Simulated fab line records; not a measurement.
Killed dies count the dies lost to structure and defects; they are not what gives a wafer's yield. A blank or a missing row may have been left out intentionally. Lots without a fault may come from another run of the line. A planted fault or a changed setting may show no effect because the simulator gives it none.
Chamber matching ; flow sky130 ; rie_diel-02 running SKY_FIELD_ISO_ETCH_14: 4 sister chambers
The step etches BARC in N2/H2, stops on SiO2, time 45.9 s, target depth 60 nm. 14 wafers are shown with their chamber, then 7 later ones without.

## EACH WAFER AND ITS CHAMBER
wafer;chamber;drypump_motor_current_A (A);n2_flow_sccm (sccm);throttle_valve_pct (%)
L078.1;1;5.5;100.0;13.218
L078.5;0;6.6;100.2;13.218
L078.6;1;5.5;99.9;13.214
L079.2;3;5.7;99.9;13.213
L079.3;2;5.6;100.2;13.227
L079.4;0;6.7;100.0;13.215
L085.2;3;5.7;99.9;13.224
L085.4;2;5.7;100.2;13.225
L085.5;3;5.7;99.7;13.207
L088.3;1;5.5;99.9;13.229
L088.5;2;5.6;100.1;13.215
L088.6;3;5.7;99.7;13.226
L091.4;0;6.6;99.8;13.214
L091.5;1;5.5;100.6;13.222

SIGNATURES (means of the wafers above)
reading;chamber 0;chamber 1;chamber 2;chamber 3;scatter within a chamber
drypump_motor_current_A;6.633;5.500;5.633;5.700;0.0365
n2_flow_sccm;100.000;100.100;100.167;99.800;0.216
throttle_valve_pct;13.21567;13.22075;13.22233;13.21750;0.00678
Rule: a wafer lies at a distance from a chamber equal to the root of the sum of squares, over the readings, of (its reading less the chamber's mean, divided by the reading's scatter). The wafer belongs to the nearest chamber; if the next one is less than 2 further off, it can't be placed. The scatter is the square root of a quotient: the sum, over the shown wafers, of each reading's squared deviation from its chamber's mean, divided by wafers minus chambers.

## WAFERS WHOSE CHAMBER IS MISSING
wafer;drypump_motor_current_A (A);n2_flow_sccm (sccm);throttle_valve_pct (%)
L091.6;6.6;100.1;13.204
L094.1;5.6;99.9;13.223
L094.2;6.6;99.8;13.208
L094.5;5.7;100.0;13.227
L097.2;5.7;100.2;13.218
L097.3;5.6;99.5;13.221
L097.4;5.5;100.1;13.217

## EACH ONE'S CHAMBER
wafer;from the rows above;in truth
L091.6;0;0
L094.1;can't be placed: 2 or 3 or 1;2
L094.2;0;0
L094.5;can't be placed: 3 or 2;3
L097.2;can't be placed: 3 or 2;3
L097.3;can't be placed: 3 or 2 or 1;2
L097.4;1;1
Placed correctly: 3 of 7. These rows do not allow placing 4 (true chamber among the candidates in 4). 0 placed wrongly.
